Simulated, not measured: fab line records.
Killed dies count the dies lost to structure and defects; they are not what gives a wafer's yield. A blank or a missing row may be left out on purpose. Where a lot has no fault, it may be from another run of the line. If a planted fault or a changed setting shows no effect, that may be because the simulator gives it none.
Chamber matching | flow gf180mcu | GF_CONTACT_CMP_04 on cmp-02 has 4 sister chambers
The step polishes SiO2. 8 wafers are shown with their chamber, then 7 later ones without.

== EACH WAFER AND ITS CHAMBER ==
wafer  | chamber | motor-current-A (A) | time-to-endpoint-s (s)
L972.2 | 3       | 11.1                | 104
L972.6 | 2       | 12.8                | 111
L973.3 | 1       | 11.7                | 104
L974.2 | 3       | 10.3                | 111
L974.4 | 2       | 13.0                | 117
L974.6 | 0       | 11.5                | 116
L979.2 | 1       | 12.0                | 111
L979.4 | 0       | 11.5                | 116

== WAFERS MISSING THEIR CHAMBER ==
wafer  | motor-current-A (A) | time-to-endpoint-s (s)
L979.5 | 10.5                | 118
L980.4 | 10.3                | 123
L980.5 | 13.6                | 117
L980.6 | 12.2                | 123
L982.1 | 12.5                | 113
L982.2 | 12.4                | 115
L982.3 | 10.4                | 110

== EACH ONE'S CHAMBER ==
wafer  | from the rows above          | in truth
L979.5 | can't be placed: 3 or 0      | 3
L980.4 | can't be placed: 3 or 0      | 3
L980.5 | 2                            | 2
L980.6 | can't be placed: 0 or 2 or 1 | 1
L982.1 | can't be placed: 2 or 1 or 0 | 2
L982.2 | can't be placed: 2 or 1 or 0 | 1
L982.3 | 3                            | 3
Correct placement for 2 of the 7. These rows do not allow placing 5 (true chamber among the candidates in 5). Number placed wrongly: 0.
How it was worked out, from the rows above alone: a wafer's distance from a chamber is the root of the sum, over the readings, of the square of ((its reading less the chamber's mean) divided by the reading's scatter). If the next closest chamber is less than 2 further off than the closest, the wafer can't be placed; otherwise it belongs to the closest. Each chamber's mean is taken over the wafers shown for it. The scatter is the square root of a quotient: the sum, over the shown wafers, of each reading's squared deviation from its chamber's mean, divided by wafers minus chambers.
